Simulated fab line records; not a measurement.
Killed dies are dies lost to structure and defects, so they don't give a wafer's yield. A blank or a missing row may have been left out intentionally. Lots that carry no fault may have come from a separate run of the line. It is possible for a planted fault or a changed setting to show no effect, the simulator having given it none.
A struck lot beside a sound one | flow sky130 | 31 out of 708 route steps
Sound: wafers L629.1, L629.5, L629.6. Struck: wafer L648.2. (L648.5, L648.6 of the same lot were not struck and are left out.) The cause comes at the end.
For every step that has rows: the tool of each side, followed by ch and its chambers, followed by its first start. Under that, the readings that differ: sound wafers | struck wafers | difference of the means | sigmas: that difference in standard deviations of wafers without a fault.
alike: words and numbers the same on both sides, and readings whose means are apart by under 2 such deviations; not compared: readings that were withheld, readings missing a value for some wafer, numbers with overlapping values and no deviation given by the record, and bounds like >300 which may hide the same value.
A row with sigmas, a row that says differs or no value, or rows on one side alone: a step with any of these is where the two part. Numbers that have no deviation but don't overlap get no sigmas and don't part them. A reading missing from all wafers of one side parts the sides only when that side holds two or more wafers.

SKY_PWDE_OVL_MEAS_07:
  sound: overlay-02 at day 4 22:38; struck: overlay-02 at day 9 10:40
  alike: PWDE_OVL
following that, these wafers have no rows for 1 step: SKY_PWDE_IMPLANT_08.
SKY_PWDE_STRIP_09: strips in O2/N2.
  sound on plasmaAsher-03 ch 0,1, day 4 22:49; struck on plasmaAsher-03 ch 1, day 9 10:51
  alike: drypumpMotorCurrentA, oesProductAu, stripTimeToEndpointS
  not compared: rfHoursCounterH
SKY_PWDE_TW_MEAS_10:
  sound: filmMetro-03 at day 4 22:55; struck: filmMetro-03 at day 9 10:58
  alike: PWDE_TW
then, 7 steps without rows for these wafers: SKY_NWELL_DEHYDRATE_03 (time 60 s); SKY_NWELL_HMDS_04 (prime time 60 s); SKY_NWELL_COAT_05 (resist thk 3000 nm); SKY_NWELL_SOFTBAKE_06; SKY_NWELL_EXPOSE_07 (exposes mask NWM, target cd 840 nm); SKY_NWELL_PEB_08; SKY_NWELL_DEVELOP_09 (develop time 60 s).
SKY_NWELL_OVL_MEAS_10:
  sound: overlay-02 at day 5 16:45; struck: overlay-02 at day 10 09:31
  alike: NWELL_00_OVL
SKY_NWELL_IMPLANT_11:
  sound on implanter-02 ch 0, day 5 16:47; struck on implanter-02 ch 0, day 10 09:35
  alike: faradayCurrentUA
then, 2 steps without rows for these wafers: SKY_NWELL_IMPLANT_12; SKY_NWELL_IMPLANT_13.
SKY_NWELL_STRIP_14: strips in O2/N2.
  sound on plasmaAsher-03 ch 0,1, day 5 17:14; struck on plasmaAsher-01 ch 0, day 10 10:00
  alike: drypumpMotorCurrentA, oesProductAu, stripTimeToEndpointS
  not compared: rfHoursCounterH
SKY_NWELL_TW_MEAS_15:
  sound: filmMetro-03 at day 5 17:20; struck: filmMetro-03 at day 10 10:20
reading  | sound          | struck | difference | sigmas
NWELL_TW | 1812 1804 1807 | 1676   | -132       | -10
  not compared: hold
then, 6 steps without rows for these wafers: SKY_NWELL_HMDS_17 (prime time 60 s); SKY_NWELL_COAT_18 (resist thk 3000 nm); SKY_NWELL_SOFTBAKE_19; SKY_NWELL_EXPOSE_20 (exposes mask NWM COMPLEMENT, target cd 840 nm); SKY_NWELL_PEB_21; SKY_NWELL_DEVELOP_22 (develop time 60 s).
SKY_NWELL_OVL_MEAS_23:
  sound: overlay-01 at day 6 12:18; struck: overlay-02 at day 11 08:28
  alike: NWELL_01_OVL
following that, these wafers have no rows for 1 step: SKY_NWELL_IMPLANT_24.
SKY_NWELL_STRIP_25: strips in O2/N2.
  sound on plasmaAsher-01 ch 0,1, day 6 12:29; struck on plasmaAsher-03 ch 0, day 11 08:39
  alike: drypumpMotorCurrentA, oesProductAu, stripTimeToEndpointS
  not compared: rfHoursCounterH
SKY_NWELL_TW_MEAS_26:
  sound: filmMetro-03 at day 6 12:35; struck: filmMetro-04 at day 11 08:46
  alike: NWELL_2_TW
then, 1 step without rows for these wafers: SKY_NWELL_CLEAN_27 (cleans in SC1/SC2, time 150 s).
SKY_NWELL_RTA_28: time 30 s.
  sound on rtpAnneal-01 ch 0, day 6 12:42; struck on rtpAnneal-01 ch 0, day 11 08:54
  alike: lampPowerPct, wafer_temp_C_max
SKY_NWELL_RS_MEAS_29: uses a four-point probe to measure.
  sound: filmMetro-03 at day 6 12:48; struck: filmMetro-04 at day 11 09:26
reading           | sound             | struck | difference | sigmas
NWELL_RS (ohm/sq) | 626.5 626.5 629.1 | 725.4  | +98.0      | +52
  not compared: hold
-- the record jumps here: 40 days lie between the struck wafers' starts before and after (it left off in module NWELL and takes up again in module PAD_OPEN, whose first step shown is number 708 of the route) --
SKY_PAD_OPEN_PROBE_99:
  sound: prober-01 at day 47 06:44; struck: prober-02 at day 51 02:42
reading                                   | sound                         | struck    | difference | sigmas
model.etest.nfet_16v.rOnOhmUm             | 1.418e+04 1.401e+04 1.417e+04 | 1.596e+04 | +1.840e+03 | 
model.etest.pfet_16v.rOnOhmUm             | 1.58e+04 1.576e+04 1.56e+04   | 1.462e+04 | -1.100e+03 | 
model.etest.resNwell.lineOhmUm            | 1081 1078 1078                | 1550      | +471       | 
model.etest.resNwell.rsOhmSq              | 931.5 929.8 921.6             | 1253      | +325       | 
model.etest.resNwell.rsOhmSqRange         | 28.6 26.5 24.34               | 318       | +292       | 
model.etest.resNwell.rsOhmSqRimLessCentre | -17.2 8.171 8.21              | -155.1    | -154.8     | 
model.etest.pfetG5v0d10v5.rOnOhmUm        | 4787 4678 4675                | 4584      | -129       | 
model.etest.tip_p_5v.rsOhmSq              | 2852 2848 2833                | 2780      | -64        | 
  alike: killed_at_M0_to_M3, killed_at_M4_up, killedAtContacts, killedAtFrontEnd, killedAtOther, killedDies, killedOpen, killedShort

## WHERE THEY PART
Earliest at SKY_NWELL_TW_MEAS_15; latest, in this record, at SKY_NWELL_RS_MEAS_29. Later steps at which nothing parts them and some readings are alike: SKY_PAD_OPEN_PROBE_99.

WHY: whatever the simulator had introduced
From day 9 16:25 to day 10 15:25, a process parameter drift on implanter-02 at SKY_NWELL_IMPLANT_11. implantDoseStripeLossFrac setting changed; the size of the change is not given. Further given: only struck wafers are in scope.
